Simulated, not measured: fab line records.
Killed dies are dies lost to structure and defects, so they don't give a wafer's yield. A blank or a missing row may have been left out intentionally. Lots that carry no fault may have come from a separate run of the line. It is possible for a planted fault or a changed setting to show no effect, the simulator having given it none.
8D (eight disciplines) problem report, filled in by code -- flow gf180mcu -- the parts of the form that need people (team, actions taken, sign-off) are left out

1. WHAT WENT WRONG
oesProductAu at GF_TOP_METAL_METAL_ETCH_16 reads a mean of 0.837 a.u. on 2 wafers of 1 lot; wafers without a fault read 0.965 a.u. with a standard deviation of 0.0068. Relative to the usual mean, that is a shift of -19 standard deviations.
The step: etches the open film in Cl2/BCl3, stops on SiO2, target depth 1077.5 nm, time 179.6 s.
The first sign was on wafer L513.3 at day 33 23:07, on rieMetal-02. The record has a number at this step for 39 wafers belonging to 13 lots. The rule behind "out" and "out of limits": a value lying over 4 standard deviations away from the usual mean. All remaining wafers that have a number are taken as sound.

2. WHAT IT IS, WHAT IT ISN'T
question,is,is not
which readings at this step,"oesProductAu, throttleValvePct","bcl3FlowSccm, drypumpMotorCurrentA, heBacksideLeakSccm"
which lots,L513,"L492, L495, L496, L497, L500, L501, L502, L504, L505, L507, L508, L512"
which wafers of those lots,"L513.3, L513.4",L513.2
read on which tools,rieMetal-02,"rieMetal-01, rieMetal-04"
when,from day 33 23:07,up to then (37 sound wafers)

3. SUSPECTS, AND WHAT RULES EACH OUT
Counting: if a tool at a process step up to the reading ran every lot that is out, it stays a suspect. Sound lots after the first of them don't rule it out here, since some wafers of a struck lot are sound.
- cvdW-01 at GF_V5_CVD_23 (deposits W, target thk 350 nm, time 104.9 s): kept. L513, the lot that is out, went through it at day 33 06:28; up to then, the latest sound lot through it was L507 at day 31 23:55.
- rieMetal-02 at GF_TOP_METAL_METAL_ETCH_16 (etches the open film in Cl2/BCl3, stops on SiO2, target depth 1077.5 nm, time 179.6 s): kept. L513, the lot that is out, went through it at day 33 23:07; up to then, the latest sound lot through it was L507 at day 32 17:25. Out on those wafers are its own readings of oesProductAu, throttleValvePct.
Left after counting: cvdW-01 at GF_V5_CVD_23, rieMetal-02 at GF_TOP_METAL_METAL_ETCH_16.

4. THE CAUSE (what the simulator had put in)
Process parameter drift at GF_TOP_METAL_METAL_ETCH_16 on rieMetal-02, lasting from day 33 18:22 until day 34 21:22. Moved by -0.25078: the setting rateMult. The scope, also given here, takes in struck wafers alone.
This tool is one of the 2 suspects left after counting.

5. THE EFFECT CHAIN, in route order
Each row: a reading whose mean over the struck wafers that have a number lies more than 3 standard deviations from the usual. Only readings whose record carries a usual standard deviation are examined. hours: median over the lots of the time between each lot's start at the first step of this table that gives one and its start at this step. sigmas: the change, counted in usual standard deviations.
hours,step,reading,usual,on struck wafers,change,sigmas
0,GF_TOP_METAL_METAL_ETCH_16,oesProductAu,0.965 a.u.,0.837,-0.128,-19
0,GF_TOP_METAL_METAL_ETCH_16,throttleValvePct,28.257 %,28.403,+0.146,+13
0,GF_TOP_METAL_STRIP_17,stripTimeToEndpointS,13.48 s,14.71,+1.23,+13
Here are the process steps it includes:
- GF_TOP_METAL_METAL_ETCH_16: etches the open film in Cl2/BCl3, stops on SiO2, target depth 1077.5 nm, time 179.6 s.
- GF_TOP_METAL_STRIP_17: strips in O2/N2.

6. WHAT WOULD HAVE CAUGHT IT SOONER
First out-of-limits reading in this record: day 33 23:07, which is 5 hours after fault onset at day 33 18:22.
